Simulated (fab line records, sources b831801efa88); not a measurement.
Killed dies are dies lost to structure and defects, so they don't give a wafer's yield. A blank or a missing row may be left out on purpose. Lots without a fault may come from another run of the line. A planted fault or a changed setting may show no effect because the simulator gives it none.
Chamber matching | flow sky130 | SKY_VIA3_CMP_24 on cmp-02: 4 sister chambers
The step polishes, stops on SiO2, t overpolish 20 s, target thk 0 nm. 18 wafers are shown with their chamber, then 9 later ones without.

WAFERS WITH THEIR CHAMBER
wafer  | chamber | motor_current_A (A) | time_to_endpoint_s (s) | overpolish_run_s (s)
L470.4 | 3       | 11.1                | 95                     | 19.992
L470.5 | 1       | 9.1                 | 88                     | 19.993
L470.6 | 0       | 11.9                | 92                     | 19.997
L476.1 | 3       | 11.0                | 100                    | 20.023
L476.4 | 0       | 11.5                | 94                     | 20.011
L476.6 | 3       | 11.5                | 99                     | 19.989
L480.1 | 0       | 11.7                | 96                     | 20.008
L480.2 | 2       | 10.8                | 93                     | 19.988
L480.6 | 1       | 8.3                 | 94                     | 20.004
L481.1 | 2       | 11.3                | 87                     | 19.989
L481.5 | 1       | 9.0                 | 92                     | 19.991
L481.6 | 0       | 11.6                | 88                     | 19.991
L484.1 | 1       | 8.8                 | 98                     | 19.987
L484.5 | 1       | 8.5                 | 96                     | 19.993
L484.6 | 0       | 11.5                | 94                     | 19.995
L485.1 | 3       | 11.4                | 100                    | 20.002
L485.3 | 1       | 8.4                 | 94                     | 19.995
L485.5 | 0       | 10.9                | 92                     | 20.012

SIGNATURES (means of the wafers above)
reading            | chamber 0 | chamber 1 | chamber 2 | chamber 3 | scatter within a chamber
motor_current_A    | 11.517    | 8.683     | 11.050    | 11.250    | 0.318
time_to_endpoint_s | 92.67     | 93.67     | 90.00     | 98.50     | 3.07
overpolish_run_s   | 20.00233  | 19.99383  | 19.98850  | 20.00150  | 0.00957
Rule: a wafer's distance from a chamber is the root of the sum, over the readings, of the square of ((its reading less the chamber's mean) divided by the reading's scatter). The wafer belongs to the nearest chamber; if the next one is less than 2 further off, it can't be placed. The scatter: the root of (the sum of the squares of (reading less its chamber's mean) over the shown wafers, divided by (wafers less chambers)).

WAFERS WITHOUT THEIR CHAMBER
wafer  | motor_current_A (A) | time_to_endpoint_s (s) | overpolish_run_s (s)
L487.2 | 11.5                | 91                     | 20.008
L487.3 | 11.7                | 95                     | 20.003
L487.5 | 8.8                 | 93                     | 19.980
L488.2 | 11.7                | 94                     | 19.997
L488.5 | 11.6                | 93                     | 19.988
L488.6 | 8.6                 | 94                     | 19.996
L490.2 | 11.4                | 101                    | 19.995
L490.3 | 11.2                | 94                     | 19.998
L490.6 | 8.6                 | 97                     | 20.003

WHICH CHAMBER EACH WENT THROUGH
wafer  | from the rows above          | in truth
L487.2 | can't be placed: 0 or 2 or 3 | 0
L487.3 | can't be placed: 0 or 3      | 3
L487.5 | 1                            | 1
L488.2 | can't be placed: 0 or 3 or 2 | 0
L488.5 | can't be placed: 0 or 2 or 3 | 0
L488.6 | 1                            | 1
L490.2 | can't be placed: 3 or 0      | 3
L490.3 | can't be placed: 0 or 3 or 2 | 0
L490.6 | 1                            | 1
Placed correctly: 3 of 9. Can't be placed from these rows: 6 (the true chamber is among the candidates in 6). Placed wrongly: 0.
